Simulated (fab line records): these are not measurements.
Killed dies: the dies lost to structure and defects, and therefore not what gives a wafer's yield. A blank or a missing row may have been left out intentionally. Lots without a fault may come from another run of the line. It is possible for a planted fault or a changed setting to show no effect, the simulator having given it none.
Chamber matching + flow sky130 + SKY_CONTACT_CMP_04 on cmp-02 has 4 sister chambers
The step polishes SiO2. 4 wafers are shown with their chamber, then 7 later ones without.

WAFERS PAIRED WITH THEIR CHAMBERS
| wafer  | chamber | motor current A (A) |
|--------|---------|---------------------|
| L766.6 | 2       | 14.6                |
| L767.3 | 3       | 12.5                |
| L769.3 | 1       | 11.2                |
| L769.5 | 0       | 11.5                |

WAFERS WITH NO CHAMBER GIVEN
| wafer  | motor current A (A) |
|--------|---------------------|
| L769.6 | 11.2                |
| L771.1 | 12.1                |
| L771.2 | 11.6                |
| L771.6 | 12.2                |
| L778.1 | 12.0                |
| L778.4 | 11.2                |
| L778.5 | 11.2                |

CHAMBER TAKEN BY EACH
| wafer  | from the rows above          | in truth |
|--------|------------------------------|----------|
| L769.6 | can't be placed: 1 or 0      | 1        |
| L771.1 | can't be placed: 3 or 0 or 1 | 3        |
| L771.2 | can't be placed: 0 or 1      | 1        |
| L771.6 | can't be placed: 3 or 0      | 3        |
| L778.1 | can't be placed: 0 or 3 or 1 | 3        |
| L778.4 | can't be placed: 1 or 0      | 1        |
| L778.5 | can't be placed: 1 or 0      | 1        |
0 of 7 placed correctly. Unplaceable from these rows: 7, with the true chamber sitting among the candidates in 7. Placed wrongly: 0.
How it was worked out, from the rows above alone: a wafer's distance from a chamber is the root of the sum, over the readings, of the square of ((its reading less the chamber's mean) divided by the reading's scatter). The wafer belongs to the nearest chamber; if the next one is less than 2 further off, it can't be placed. The mean given for a chamber averages the wafers shown for that chamber. The scatter: with one shown wafer a chamber, the root of the mean of the squares of how far each hidden wafer lies from its nearest shown one.
